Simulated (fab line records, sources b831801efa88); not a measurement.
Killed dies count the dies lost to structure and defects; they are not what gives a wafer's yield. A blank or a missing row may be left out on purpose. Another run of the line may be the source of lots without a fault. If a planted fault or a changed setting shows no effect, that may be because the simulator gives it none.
One fault through the eyes of 2 desks || flow gf180mcu || every desk sees just its own numbers, and what lay behind them comes last

## DESK OF THE TOOL OWNER: pvdSputter-01
The tool's own readings at GF_M1_SPUTTER_02 (material AlCu, target thk 450 nm, time 23.9 s): means of the sampled wafers that have a number, for each lot that ran on this tool. The brackets show how far a lot's mean lies from the usual mean; more than 4 standard deviations puts the lot out of limits, marked OUT.
Columns: A = throttleValvePct at GF_M1_SPUTTER_02, usual 30.4 %
{"lot": "L851", "first seen here": "day 17 06:28", "A": 30.9}
{"lot": "L853", "first seen here": "day 17 12:38", "A": 30.8}
{"lot": "L857", "first seen here": "day 19 03:21", "A": 30.1}
{"lot": "L861", "first seen here": "day 20 21:11", "A": 30.9}
{"lot": "L862", "first seen here": "day 21 00:05", "A": 30.9}
{"lot": "L869", "first seen here": "day 23 10:50", "A": 30.0}
Finding of this desk: none of the 6 lots has anything out of limits.

## FROM THE METROLOGY DESK
Means of the sampled wafers that have a number, per lot and without regard to the tool the lot ran on: this is what the gauges read. The brackets show how far a lot's mean lies from the usual mean; more than 4 standard deviations puts the lot out of limits, marked OUT.
Columns: A = M1_ALCU_RS at GF_M1_RS_MEAS_05, usual 0.0692 ohm/sq; B = M1_ALCU_THK at GF_M1_THK_MEAS_06, usual 457 nm
{"lot": "L851", "first seen here": "day 17 06:36", "A": 0.0685, "B": 464}
{"lot": "L853", "first seen here": "day 17 12:44", "A": 0.0676, "B": 469}
{"lot": "L856", "first seen here": "day 18 18:12", "A": 0.0700, "B": 452}
{"lot": "L857", "first seen here": "day 19 03:28", "A": 0.0684, "B": 461}
{"lot": "L860", "first seen here": "day 20 11:00", "A": 0.0701, "B": 448}
{"lot": "L861", "first seen here": "day 20 21:18", "A": 0.0675, "B": 471}
{"lot": "L862", "first seen here": "day 21 00:10", "A": 0.0682, "B": 464}
{"lot": "L869", "first seen here": "day 23 10:55", "A": 0.0686, "B": 460}
{"lot": "L870", "first seen here": "day 23 19:05", "A": 0.0693, "B": 455}
{"lot": "L871", "first seen here": "day 24 03:08", "A": 0.0688, "B": 459}
{"lot": "L872", "first seen here": "day 24 04:16", "A": 0.0699, "B": 454}
Finding of this desk: none of the 11 lots has anything out of limits.

## TAKEN TOGETHER
The tool owner's desk saw nothing out of limits.
At the metrology desk, nothing out of limits was observed.

## WHAT THE SIMULATOR HAD INSERTED
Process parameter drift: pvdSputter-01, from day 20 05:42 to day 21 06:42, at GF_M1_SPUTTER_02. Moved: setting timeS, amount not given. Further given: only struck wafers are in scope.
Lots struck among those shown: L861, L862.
